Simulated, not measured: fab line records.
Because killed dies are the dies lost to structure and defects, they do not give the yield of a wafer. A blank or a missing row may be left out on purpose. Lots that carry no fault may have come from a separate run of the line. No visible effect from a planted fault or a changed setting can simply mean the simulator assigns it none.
Which tool did it? + flow sky130 + Sampling: 24 lots, 72 wafers, 6 of 708 route steps

## WHAT EACH GAUGE READ, for each wafer
SKY_FIELD_ISO_THK_MEAS_25. Usual: for FIELD_ISO_CVD_24_THK the level is 593 nm and the standard deviation is 7.5.
| lot  | measured    | on            | FIELD_ISO_CVD_24_THK (nm) | flag |
|------|-------------|---------------|---------------------------|------|
| L074 | day 2 09:27 | film metro-01 | 595 590 602               |      |
| L075 | day 2 12:58 | film metro-02 | 588 603 589               |      |
| L076 | day 2 20:01 | film metro-02 | 584 584 586               |      |
| L077 | day 3 01:46 | film metro-04 | 603 602 598               |      |
| L078 | day 3 07:03 | film metro-01 | 614 613 606               |      |
| L079 | day 3 11:35 | film metro-01 | 602 594 598               |      |
| L080 | day 3 15:59 | film metro-04 | 584 593 593               |      |
| L081 | day 3 21:32 | film metro-01 | 586 587 587               |      |
| L082 | day 4 02:15 | film metro-04 | 595 597 592               |      |
| L083 | day 4 06:36 | film metro-01 | 578 582 576               |      |
| L084 | day 4 11:36 | film metro-04 | 599 591 591               |      |
| L085 | day 4 19:52 | film metro-01 | 589 591 586               |      |
| L086 | day 4 23:47 | film metro-04 | 592 603 590               |      |
| L087 | day 5 02:40 | film metro-01 | 590 591 586               |      |
| L088 | day 5 08:21 | film metro-02 | 590 581 582               |      |
| L089 | day 5 14:53 | film metro-01 | 587 584 583               |      |
| L090 | day 5 20:50 | film metro-01 | 595 593 593               |      |
| L091 | day 5 23:35 | film metro-02 | 593 604 605               |      |
| L092 | day 6 07:01 | film metro-01 | 591 587 593               |      |
| L093 | day 6 09:44 | film metro-04 | 584 599 597               |      |
| L094 | day 6 15:33 | film metro-02 | 601 605 600               |      |
| L095 | day 6 21:00 | film metro-04 | 590 595 591               |      |
| L096 | day 7 04:46 | film metro-04 | 590 587 587               |      |
| L097 | day 7 11:33 | film metro-01 | 589 598 595               |      |

SKY_PWDE_TW_MEAS_10. Usual: for PWDE_TW the level is 372 and the standard deviation is 3.7.
| lot  | measured    | on            | PWDE_TW     | flag |
|------|-------------|---------------|-------------|------|
| L074 | day 4 02:01 | film metro-03 | 374 373 374 |      |
| L075 | day 4 04:04 | film metro-03 | 373 375 373 |      |
| L076 | day 4 13:19 | film metro-03 | 373 376 375 |      |
| L077 | day 4 18:31 | film metro-02 | 368 369 367 |      |
| L078 | day 4 22:31 | film metro-02 | 370 369 371 |      |
| L079 | day 5 04:00 | film metro-04 | 374 373 375 |      |
| L080 | day 5 08:50 | film metro-02 | 367 366 369 |      |
| L081 | day 5 13:03 | film metro-02 | 365 370 365 |      |
| L082 | day 5 18:19 | film metro-03 | 377 377 379 |      |
| L083 | day 5 23:03 | film metro-03 | 377 376 378 |      |
| L084 | day 6 04:31 | film metro-03 | 375 373 371 |      |
| L085 | day 6 14:30 | film metro-02 | 367 366 370 |      |
| L086 | day 6 16:39 | film metro-02 | 367 368 366 |      |
| L087 | day 6 21:13 | film metro-02 | 368 368 370 |      |
| L088 | day 7 04:07 | film metro-03 | 373 373 374 |      |
| L089 | day 7 10:19 | film metro-04 | 375 373 373 |      |
| L090 | day 7 16:36 | film metro-03 | 374 372 376 |      |
| L091 | day 8 00:00 | film metro-04 | 376 377 373 |      |
| L092 | day 8 05:38 | film metro-02 | 368 366 368 |      |
| L093 | day 8 07:55 | film metro-02 | 368 367 366 |      |
| L094 | day 8 14:27 | film metro-04 | 373 375 375 |      |
| L095 | day 8 19:58 | film metro-04 | 376 377 375 |      |
| L096 | day 9 04:06 | film metro-03 | 370 373 373 |      |
| L097 | day 9 11:37 | film metro-02 | 371 369 371 |      |

SKY_LDD_HVP_TW_MEAS_10. Usual: for LDD_HVP_TW the level is 454 and the standard deviation is 3.1.
| lot  | measured     | on            | LDD_HVP_TW  | flag |
|------|--------------|---------------|-------------|------|
| L074 | day 22 10:49 | film metro-03 | 457 458 459 |      |
| L075 | day 22 15:17 | film metro-02 | 452 454 453 |      |
| L076 | day 23 05:44 | film metro-01 | 455 457 456 |      |
| L077 | day 23 15:56 | film metro-02 | 451 453 450 |      |
| L078 | day 23 21:55 | film metro-03 | 456 456 458 |      |
| L079 | day 24 06:28 | film metro-03 | 456 455 454 |      |
| L080 | day 24 13:58 | film metro-02 | 451 450 452 |      |
| L081 | day 25 01:33 | film metro-02 | 449 451 449 |      |
| L082 | day 25 10:49 | film metro-02 | 451 450 451 |      |
| L083 | day 25 14:30 | film metro-03 | 457 456 458 |      |
| L084 | day 25 23:29 | film metro-03 | 463 459 459 |      |
| L085 | day 26 11:39 | film metro-03 | 460 457 459 |      |
| L086 | day 26 12:33 | film metro-02 | 450 453 452 |      |
| L087 | day 27 07:06 | film metro-01 | 458 457 458 |      |
| L088 | day 27 10:22 | film metro-02 | 452 451 454 |      |
| L089 | day 27 14:43 | film metro-03 | 452 452 451 |      |
| L090 | day 27 22:26 | film metro-03 | 454 453 450 |      |
| L091 | day 28 09:56 | film metro-01 | 459 458 457 |      |
| L092 | day 28 21:55 | film metro-03 | 454 455 453 |      |
| L093 | day 29 00:54 | film metro-01 | 455 455 456 |      |
| L094 | day 29 03:57 | film metro-01 | 459 456 457 |      |
| L095 | day 29 10:41 | film metro-03 | 454 454 453 |      |
| L096 | day 30 00:13 | film metro-02 | 452 451 453 |      |
| L097 | day 30 08:38 | film metro-03 | 454 455 454 |      |

## WHICH TOOL RAN EACH LOT (tool, then ch and the chambers of the sampled wafers, then the start)
| lot  | SKY_NWELL_STRIP_14                   | SKY_GATE_OXIDE_STRIP_13              | SKY_LDD_HVP_STRIP_09                 |
|------|--------------------------------------|--------------------------------------|--------------------------------------|
| L074 | plasma asher-02 ch 0,1, day 4 20:18  | plasma asher-01 ch 0,1, day 14 13:42 | plasma asher-03 ch 0,1, day 22 10:42 |
| L075 | plasma asher-02 ch 0,1, day 4 20:59  | plasma asher-01 ch 0,1, day 14 17:52 | plasma asher-03 ch 0,1, day 22 15:13 |
| L076 | plasma asher-02 ch 0,1, day 5 06:50  | plasma asher-03 ch 0,1, day 15 05:38 | plasma asher-04 ch 0,1, day 23 05:40 |
| L077 | plasma asher-03 ch 0,1, day 5 12:22  | plasma asher-03 ch 0,1, day 15 15:52 | plasma asher-01 ch 1, day 23 15:49   |
| L078 | plasma asher-02 ch 0,1, day 5 16:49  | plasma asher-02 ch 0,1, day 15 22:37 | plasma asher-01 ch 0,1, day 23 21:50 |
| L079 | plasma asher-02 ch 0,1, day 5 22:22  | plasma asher-03 ch 0,1, day 16 07:52 | plasma asher-04 ch 0,1, day 24 06:22 |
| L080 | plasma asher-02 ch 0,1, day 6 02:47  | plasma asher-02 ch 0,1, day 16 12:05 | plasma asher-03 ch 0,1, day 24 13:53 |
| L081 | plasma asher-02 ch 0,1, day 6 08:03  | plasma asher-02 ch 1, day 16 22:39   | plasma asher-04 ch 1, day 25 01:27   |
| L082 | plasma asher-03 ch 0,1, day 6 13:56  | plasma asher-03 ch 0,1, day 17 09:17 | plasma asher-04 ch 0,1, day 25 10:44 |
| L083 | plasma asher-04 ch 0,1, day 6 18:37  | plasma asher-01 ch 0,1, day 17 14:39 | plasma asher-01 ch 0,1, day 25 14:24 |
| L084 | plasma asher-04 ch 0,1, day 7 00:01  | plasma asher-02 ch 0,1, day 17 21:01 | plasma asher-03 ch 0,1, day 25 23:22 |
| L085 | plasma asher-03 ch 0,1, day 7 11:01  | plasma asher-03 ch 0,1, day 18 11:02 | plasma asher-04 ch 0,1, day 26 11:33 |
| L086 | plasma asher-02 ch 0,1, day 7 12:42  | plasma asher-03 ch 0,1, day 18 11:40 | plasma asher-03 ch 0,1, day 26 12:27 |
| L087 | plasma asher-04 ch 0,1, day 7 17:46  | plasma asher-01 ch 0, day 18 22:28   | plasma asher-01 ch 1, day 27 06:59   |
| L088 | plasma asher-04 ch 1, day 8 01:07    | plasma asher-01 ch 0,1, day 19 10:16 | plasma asher-01 ch 0,1, day 27 10:15 |
| L089 | plasma asher-03 ch 0,1, day 8 06:58  | plasma asher-02 ch 1, day 19 17:26   | plasma asher-01 ch 0,1, day 27 14:36 |
| L090 | plasma asher-02 ch 0,1, day 8 13:55  | plasma asher-01 ch 1, day 20 02:41   | plasma asher-03 ch 0,1, day 27 22:20 |
| L091 | plasma asher-03 ch 0,1, day 8 21:27  | plasma asher-02 ch 0,1, day 20 14:01 | plasma asher-04 ch 0,1, day 28 09:50 |
| L092 | plasma asher-02 ch 0,1, day 9 03:59  | plasma asher-02 ch 0,1, day 21 00:23 | plasma asher-04 ch 0,1, day 28 21:50 |
| L093 | plasma asher-03 ch 1, day 9 05:40    | plasma asher-01 ch 0,1, day 21 02:44 | plasma asher-01 ch 0,1, day 29 00:47 |
| L094 | plasma asher-04 ch 0,1, day 9 13:04  | plasma asher-02 ch 0,1, day 21 09:43 | plasma asher-03 ch 0,1, day 29 03:51 |
| L095 | plasma asher-03 ch 0,1, day 9 18:54  | plasma asher-03 ch 0, day 21 17:37   | plasma asher-04 ch 0,1, day 29 10:35 |
| L096 | plasma asher-02 ch 0, day 10 03:33   | plasma asher-03 ch 0,1, day 22 06:04 | plasma asher-03 ch 0,1, day 30 00:07 |
| L097 | plasma asher-03 ch 0,1, day 10 11:36 | plasma asher-01 ch 0,1, day 22 14:58 | plasma asher-04 ch 0,1, day 30 08:31 |
- SKY_NWELL_STRIP_14: strips in O2/N2.
- SKY_GATE_OXIDE_STRIP_13: strips in O2/N2.
- SKY_LDD_HVP_STRIP_09: strips in O2/N2.

## AS READ BY THE TOOLS THEMSELVES (means over the sampled wafers that have a number; for cases with no such wafer, the mark the record gives instead)
SKY_NWELL_STRIP_14. Usual: drypump motor current A 5.6 A, standard deviation 0.3; oes product au 0.722 a.u., standard deviation 0.0046; strip time to endpoint s 36.89 s, standard deviation 0.095.
| lot  | tool            | drypump motor current A (A) | oes product au (a.u.) | strip time to endpoint s (s) | flag |
|------|-----------------|-----------------------------|-----------------------|------------------------------|------|
| L074 | plasma asher-02 | 5.8                         | 0.721                 | 36.89                        |      |
| L075 | plasma asher-02 | 5.8                         | 0.719                 | 36.82                        |      |
| L076 | plasma asher-02 | 5.9                         | 0.723                 | 36.77                        |      |
| L077 | plasma asher-03 | 5.4                         | 0.724                 | 36.86                        |      |
| L078 | plasma asher-02 | 5.9                         | 0.721                 | 36.97                        |      |
| L079 | plasma asher-02 | 5.8                         | 0.727                 | 36.91                        |      |
| L080 | plasma asher-02 | 5.8                         | 0.723                 | 36.90                        |      |
| L081 | plasma asher-02 | 5.9                         | 0.719                 | 36.89                        |      |
| L082 | plasma asher-03 | 5.5                         | 0.724                 | 36.79                        |      |
| L083 | plasma asher-04 | 5.4                         | 0.729                 | 37.04                        |      |
| L084 | plasma asher-04 | 5.6                         | 0.725                 | 36.82                        |      |
| L085 | plasma asher-03 | 5.4                         | 0.723                 | 36.99                        |      |
| L086 | plasma asher-02 | 5.9                         | 0.722                 | 36.95                        |      |
| L087 | plasma asher-04 | 5.4                         | 0.726                 | 36.82                        |      |
| L088 | plasma asher-04 | 5.9                         | 0.718                 | 36.98                        |      |
| L089 | plasma asher-03 | 5.5                         | 0.725                 | 36.82                        |      |
| L090 | plasma asher-02 | 5.9                         | 0.718                 | 36.97                        |      |
| L091 | plasma asher-03 | 5.4                         | 0.721                 | 36.81                        |      |
| L092 | plasma asher-02 | 5.8                         | 0.723                 | 36.80                        |      |
| L093 | plasma asher-03 | 5.6                         | 0.720                 | 36.84                        |      |
| L094 | plasma asher-04 | 5.7                         | 0.720                 | 36.79                        |      |
| L095 | plasma asher-03 | 5.4                         | 0.727                 | 36.97                        |      |
| L096 | plasma asher-02 | 6.1                         | 0.724                 | 36.90                        |      |
| L097 | plasma asher-03 | 5.5                         | 0.721                 | 36.88                        |      |

SKY_GATE_OXIDE_STRIP_13. Usual: drypump motor current A 5.73 A, standard deviation 0.26; oes product au 0.716 a.u., standard deviation 0.0043; strip time to endpoint s 14.17 s, standard deviation 0.038.
| lot  | tool            | drypump motor current A (A) | oes product au (a.u.) | strip time to endpoint s (s) | flag |
|------|-----------------|-----------------------------|-----------------------|------------------------------|------|
| L074 | plasma asher-01 | 5.92                        | 0.721                 | 14.12                        |      |
| L075 | plasma asher-01 | 5.93                        | 0.719                 | 14.14                        |      |
| L076 | plasma asher-03 | 5.40                        | 0.716                 | 14.19                        |      |
| L077 | plasma asher-03 | 5.40                        | 0.714                 | 14.17                        |      |
| L078 | plasma asher-02 | 5.77                        | 0.714                 | 14.10                        |      |
| L079 | plasma asher-03 | 5.41                        | 0.716                 | 14.20                        |      |
| L080 | plasma asher-02 | 5.77                        | 0.715                 | 14.17                        |      |
| L081 | plasma asher-02 | 5.60                        | 0.719                 | 14.16                        |      |
| L082 | plasma asher-03 | 5.43                        | 0.715                 | 14.20                        |      |
| L083 | plasma asher-01 | 5.84                        | 0.717                 | 14.17                        |      |
| L084 | plasma asher-02 | 5.76                        | 0.722                 | 14.17                        |      |
| L085 | plasma asher-03 | 5.52                        | 0.717                 | 14.20                        |      |
| L086 | plasma asher-03 | 5.40                        | 0.717                 | 14.16                        |      |
| L087 | plasma asher-01 | 5.99                        | 0.715                 | 14.18                        |      |
| L088 | plasma asher-01 | 5.85                        | 0.714                 | 14.20                        |      |
| L089 | plasma asher-02 | 5.61                        | 0.714                 | 14.22                        |      |
| L090 | plasma asher-01 | 5.82                        | 0.716                 | 14.13                        |      |
| L091 | plasma asher-02 | 5.76                        | 0.714                 | 14.16                        |      |
| L092 | plasma asher-02 | 5.76                        | 0.716                 | 14.20                        |      |
| L093 | plasma asher-01 | 5.92                        | 0.714                 | 14.17                        |      |
| L094 | plasma asher-02 | 5.79                        | 0.716                 | 14.19                        |      |
| L095 | plasma asher-03 | 5.31                        | 0.717                 | 14.15                        |      |
| L096 | plasma asher-03 | 5.50                        | 0.720                 | 14.17                        |      |
| L097 | plasma asher-01 | 5.86                        | 0.718                 | 14.13                        |      |

SKY_LDD_HVP_STRIP_09. Usual: drypump motor current A 5.61 A, standard deviation 0.29; oes product au 0.409 a.u., standard deviation 0.0043; strip time to endpoint s 4.139 s, standard deviation 0.014.
| lot  | tool            | drypump motor current A (A) | oes product au (a.u.) | strip time to endpoint s (s) | flag |
|------|-----------------|-----------------------------|-----------------------|------------------------------|------|
| L074 | plasma asher-03 | 5.41                        | 0.411                 | 4.125                        |      |
| L075 | plasma asher-03 | 5.40                        | 0.413                 | 4.158                        |      |
| L076 | plasma asher-04 | 5.63                        | 0.407                 | 4.130                        |      |
| L077 | plasma asher-01 | 5.78                        | 0.406                 | 4.121                        |      |
| L078 | plasma asher-01 | 5.85                        | 0.416                 | 4.154                        |      |
| L079 | plasma asher-04 | 5.61                        | 0.405                 | 4.125                        |      |
| L080 | plasma asher-03 | 5.51                        | 0.408                 | 4.131                        |      |
| L081 | plasma asher-04 | 5.87                        | 0.406                 | 4.129                        |      |
| L082 | plasma asher-04 | 5.39                        | 0.409                 | 4.137                        |      |
| L083 | plasma asher-01 | 5.86                        | 0.409                 | 4.143                        |      |
| L084 | plasma asher-03 | 5.52                        | 0.410                 | 4.143                        |      |
| L085 | plasma asher-04 | 5.39                        | 0.408                 | 4.147                        |      |
| L086 | plasma asher-03 | 5.51                        | 0.409                 | 4.148                        |      |
| L087 | plasma asher-01 | 5.80                        | 0.410                 | 4.150                        |      |
| L088 | plasma asher-01 | 5.86                        | 0.412                 | 4.132                        |      |
| L089 | plasma asher-01 | 5.92                        | 0.408                 | 4.137                        |      |
| L090 | plasma asher-03 | 5.52                        | 0.410                 | 4.135                        |      |
| L091 | plasma asher-04 | 5.42                        | 0.404                 | 4.153                        |      |
| L092 | plasma asher-04 | 5.63                        | 0.411                 | 4.144                        |      |
| L093 | plasma asher-01 | 5.92                        | 0.408                 | 4.164                        |      |
| L094 | plasma asher-03 | 5.52                        | 0.407                 | 4.130                        |      |
| L095 | plasma asher-04 | 5.62                        | 0.406                 | 4.124                        |      |
| L096 | plasma asher-03 | 5.43                        | 0.408                 | 4.150                        |      |
| L097 | plasma asher-04 | 5.64                        | 0.406                 | 4.128                        |      |

## THE ANSWER, worked out from the rows above alone
Rule: lot off if the mean of its wafers having a number is beyond 3 standard deviations from the usual mean. A lot without any number at a reading at which 4 lots or more have one is off too. Where the step has rows for the other lots, those lots are counted as sound. Order of review: gauges by route order, followed by the tools' own readings, for which a lot's mean as printed above is used. At the first step where some lot is off, the reading lying furthest off is the one used; lots without a number count as furthest.
Nothing can be told from this: no lot is off at any reading shown.

## WHAT THE SIMULATOR PUT IN
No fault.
